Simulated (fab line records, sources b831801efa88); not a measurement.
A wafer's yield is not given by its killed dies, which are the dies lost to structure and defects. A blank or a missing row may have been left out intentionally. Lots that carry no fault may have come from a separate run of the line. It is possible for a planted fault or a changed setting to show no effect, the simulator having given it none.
A lot that was struck, set against a sound lot + flow sky130 + 15 out of 708 route steps
Sound: the wafers L785.1, L785.2, L785.4. Struck: wafer L789.2 (L789.1, L789.6, from the same lot, were not struck and are left out); the cause is given at the end.
For every step that has rows: the tool of each side, followed by ch and its chambers, followed by its first start. Under that, the readings that differ: sound wafers + struck wafers + difference of the means + sigmas: that difference in standard deviations of wafers without a fault.
alike: same words and numbers on both sides, and readings whose means sit less than 2 such deviations apart. not compared: any withheld reading, any reading some wafer has no value for, any bound like >300 that may hide the same value, and any number with overlapping values for which the record gives no deviation.
Wherever a step has rows on one side only, a row that says differs or no value, or a row with sigmas, the two part there. Non-overlapping numbers with no deviation appear without sigmas and do not part them. Lack of a reading on every wafer of one side parts them only where that side has two or more wafers.

first, 8 steps without rows for these wafers: SKY_CONTACT_DEHYDRATE_06 (time 60 s); SKY_CONTACT_HMDS_07 (prime time 60 s); SKY_CONTACT_COAT_08 (resist thk 60 nm); SKY_CONTACT_COAT_09 (resist thk 450 nm); SKY_CONTACT_SOFTBAKE_10 (time 86.77 s); SKY_CONTACT_EXPOSE_11 (exposes mask CTM1, target cd 170 nm); SKY_CONTACT_PEB_12; SKY_CONTACT_DEVELOP_13 (develop time 60 s).
SKY_CONTACT_CD_MEAS_14 targets a cd of 170 nm.
  struck on cd-sem-02, day 35 19:12; sound on cd-sem-01, day 34 03:48
  alike: cd-nm
SKY_CONTACT_OVL_MEAS_15:
  struck on overlay-02, day 35 19:19; sound on overlay-01, day 34 03:55
| reading          | sound    | struck | difference | sigmas |
|------------------|----------|--------|------------|--------|
| CONTACT_OVL (nm) | -9 -6 -9 | 2      | +10        | +2     |
SKY_CONTACT_ETCH_16: etches BARC in N2/H2, stops on SiO2, time 45.9 s, target depth 60 nm.
  sound on rie-diel-02 ch 1,2,3, day 34 03:58; struck on rie-diel-02 ch 3, day 35 19:22
| reading                | sound                | struck | difference | sigmas |
|------------------------|----------------------|--------|------------|--------|
| bias-w (W)             | 99.97 100.50 100.59  | 99.58  | -0.77      | -3     |
| rf-hours-counter-h (h) | 15 5 6               | 16     | +7         |        |
| throttle-valve-pct (%) | 13.209 13.225 13.214 | 13.237 | +0.021     | +2     |
  alike: drypump-motor-current-A, oes-product-au
SKY_CONTACT_ETCH_17: etches SiO2 in C4F8/O2/Ar, stops on Si3N4, target depth 340 nm.
  sound on rie-diel-02 ch 1,2,3, day 34 04:00; struck on rie-diel-02 ch 3, day 35 19:24
  alike: bias-w, oes-product-au
SKY_CONTACT_ETCH_18: etches Si3N4 in CHF3/O2, stops on TiN, time 39 s, target depth 75 nm.
  sound on rie-diel-02 ch 1,2,3, day 34 04:00; struck on rie-diel-02 ch 3, day 35 19:00
| reading                | sound             | struck | difference | sigmas |
|------------------------|-------------------|--------|------------|--------|
| bias-w (W)             | 199.7 200.5 200.5 | 192.5  | -7.7       | -14    |
| rf-hours-counter-h (h) | 15 5 6            | 16     | +7         |        |
  alike: drypump-motor-current-A, oes-product-au, throttle-valve-pct
SKY_CONTACT_STRIP_19: strips in O2/N2.
  sound on plasma-asher-02 ch 0,1, day 34 04:05; struck on plasma-asher-02 ch 0, day 35 19:29
  alike: drypump-motor-current-A, oes-product-au, strip-time-to-endpoint-s
  not compared: rf-hours-counter-h
-- the record jumps here: 13 days lie between the struck wafers' starts before and after (it left off in module CONTACT and takes up again in module PAD_OPEN, whose first step shown is number 708 of the route) --
SKY_PAD_OPEN_PROBE_99:
  struck on prober-01, day 48 20:37; sound on prober-01, day 47 17:08
  alike: killed_at_M0_to_M3, killed_at_M4_up, killed-at-contacts, killed-at-front-end, killed-at-other, killed-dies, killed-open, killed-short

## WHERE THEY PART
At SKY_CONTACT_OVL_MEAS_15 first; at SKY_CONTACT_ETCH_18 last (within this record only). Later steps at which nothing parts them and some readings are alike: SKY_CONTACT_STRIP_19, SKY_PAD_OPEN_PROBE_99.

WHY: what had been put in by the simulator
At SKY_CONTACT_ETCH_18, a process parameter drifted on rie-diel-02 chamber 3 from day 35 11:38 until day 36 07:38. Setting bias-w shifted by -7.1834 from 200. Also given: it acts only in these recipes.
